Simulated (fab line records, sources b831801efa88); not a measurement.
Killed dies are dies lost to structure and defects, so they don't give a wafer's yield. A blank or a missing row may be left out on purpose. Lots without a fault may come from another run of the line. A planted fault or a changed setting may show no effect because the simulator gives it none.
One fault seen from 2 desks | flow gf180mcu | each desk has only its own numbers; what lay behind them comes last

THE METROLOGY DESK
What the gauges read, lot by lot, whatever tool the lot ran on: means of the sampled wafers that have a number. A lot is out of limits, marked OUT, if its mean lies more than 4 standard deviations from the usual mean; the brackets give that distance.
Columns: A = STI_OXIDATION_02_THK at GF_STI_THK_MEAS_30, usual 10.01 nm; B = VT_IMPLANT_4_TW at GF_VT_IMPLANT_TW_MEAS_43, usual 695
lot  | first seen here | A     | B
L776 | day 2 11:34     | 9.81  | 697
L777 | day 2 12:35     | 9.92  | 696
L780 | day 3 02:24     | 10.38 | 700
L782 | day 3 18:11     | 10.02 | 692
L783 | day 3 22:08     | 10.17 | 693
L784 | day 3 23:17     | 9.93  | 692
L785 | day 4 06:22     | 9.83  | 692
L791 | day 5 19:17     | 9.97  | 721 (+8.2) OUT
L792 | day 5 19:17     | 10.05 | 694
L793 | day 6 01:02     | 9.89  | 697
L795 | day 6 10:14     | 9.87  | 726 (+9.7) OUT
L797 | day 6 19:14     | 9.77  | 695
This desk's finding: out of limits on L791, L795; first on L791, day 12 07:00 (VT_IMPLANT_4_TW at GF_VT_IMPLANT_TW_MEAS_43). In limits: L776, L777, L780, L782, L783, L784, L785, L792, L793, L797.

THE TOOL OWNER'S DESK: implanter-02
The tool's own readings at GF_VT_IMPLANT_IMPLANT_41: means of the sampled wafers that have a number, for each lot that ran on this tool. A lot is out of limits, marked OUT, if its mean lies more than 4 standard deviations from the usual mean; the brackets give that distance.
Columns: A = beam_on_s at GF_VT_IMPLANT_IMPLANT_41, usual 9.99 s; B = dose_ions_cm2 at GF_VT_IMPLANT_IMPLANT_41, usual 1.0132e+12; C = faraday_current_uA at GF_VT_IMPLANT_IMPLANT_41, usual 5.72
lot  | first seen here | A                | B          | C
L777 | day 7 20:56     | 9.94             | 1.0134e+12 | 5.75
L782 | day 9 13:37     | 10.14            | 1.0138e+12 | 5.65
L783 | day 9 15:37     | 9.89             | 1.0132e+12 | 5.77
L791 | day 12 06:45    | 11.46 (+8.2) OUT | 1.0134e+12 | 4.98 (-7.4) OUT
L795 | day 13 02:01    | 11.29 (+7.2) OUT | 1.0131e+12 | 5.07 (-6.5) OUT
This desk's finding: out of limits on L791, L795; first on L791, day 12 06:45 (beam_on_s at GF_VT_IMPLANT_IMPLANT_41). In limits: L777, L782, L783.

PUT TOGETHER
The tool owner's desk could have raised an alarm at day 12 06:45, on L791, L795.
The metrology desk could have raised an alarm at day 12 07:00, on L791, L795.
Of the lots named, all ran GF_VT_IMPLANT_IMPLANT_41 on implanter-02.

WHAT THE SIMULATOR HAD PUT IN
Process parameter drift: implanter-02, from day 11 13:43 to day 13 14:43, at GF_VT_IMPLANT_IMPLANT_41. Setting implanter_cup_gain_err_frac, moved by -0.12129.
Lots struck among those shown: L791, L795.
Hours from the fault's start to each desk's first reading out of limits: the tool owner's desk, 17; the metrology desk, 17.
